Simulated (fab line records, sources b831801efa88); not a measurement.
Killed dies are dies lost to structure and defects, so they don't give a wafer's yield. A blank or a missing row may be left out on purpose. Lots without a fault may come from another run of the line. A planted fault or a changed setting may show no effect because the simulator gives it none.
Tool commonality check | flow gf180mcu | 7 lots, 21 wafers sampled

WHY IT WAS OPENED
At GF_VT_IMPLANT_TW_MEAS_10 the reading VT_IMPLANT_TW is flagged on 3 of 7 lots. Wafers without a fault read 570, standard deviation 5.2.
Rule: a lot is flagged when every wafer of it that has a number lies more than 4 standard deviations from that mean, or none has a number. The other lots count as sound.

lot  | measured    | on            | VT_IMPLANT_TW, wafer by wafer | flag
L439 | day 5 11:52 | film_metro-01 | 563 564 564                   |
L440 | day 5 15:40 | film_metro-03 | 573 576 572                   |
L441 | day 5 23:17 | film_metro-03 | 574 575 571                   |
L442 | day 6 04:54 | film_metro-04 | 571 573 572                   |
L448 | day 7 15:42 | film_metro-03 | 939 938 940                   | FLAGGED
L449 | day 7 23:56 | film_metro-04 | 936 938 940                   | FLAGGED
L450 | day 8 06:49 | film_metro-03 | 939 947 941                   | FLAGGED
The numbers of the flagged lots are 940 on average: +370 against the usual, or +71 standard deviations.

WHICH TOOL RAN EACH LOT
The record holds 1 process step before the reading, out of a route of 602 steps. In each cell: the tool, then ch and the chambers that the sampled wafers went through, then the start.
lot  | flag    | GF_VT_IMPLANT_IMPLANT_08
L439 |         | implanter-03 ch 0, day 5 11:39
L440 |         | implanter-03 ch 0, day 5 15:25
L441 |         | implanter-04 ch 0, day 5 23:02
L442 |         | implanter-01 ch 0, day 6 04:40
L448 | FLAGGED | implanter-04 ch 0, day 7 15:27
L449 | FLAGGED | implanter-01 ch 0, day 7 23:41
L450 | FLAGGED | implanter-01 ch 0, day 8 06:35
What these steps do:
- GF_VT_IMPLANT_IMPLANT_08
- GF_VT_IMPLANT_TW_MEAS_10

FLAGGED OVER TOTAL, TOOL BY TOOL (the gauges that took the reading come last)
step                     | tool          | lots run | flagged | share of the flagged lots | sound lots run after its first flagged lot
GF_VT_IMPLANT_IMPLANT_08 | implanter-01  | 3        | 2       | some                      | 0
GF_VT_IMPLANT_IMPLANT_08 | implanter-03  | 2        | 0       | none                      | -
GF_VT_IMPLANT_IMPLANT_08 | implanter-04  | 2        | 1       | some                      | 0
GF_VT_IMPLANT_TW_MEAS_10 | film_metro-01 | 1        | 0       | none                      | -
GF_VT_IMPLANT_TW_MEAS_10 | film_metro-03 | 4        | 2       | some                      | 0
GF_VT_IMPLANT_TW_MEAS_10 | film_metro-04 | 2        | 1       | some                      | 0

WHAT THE TABLE ALLOWS
No row of the table ran every flagged lot.

WHAT THE SIMULATOR HAD PUT IN
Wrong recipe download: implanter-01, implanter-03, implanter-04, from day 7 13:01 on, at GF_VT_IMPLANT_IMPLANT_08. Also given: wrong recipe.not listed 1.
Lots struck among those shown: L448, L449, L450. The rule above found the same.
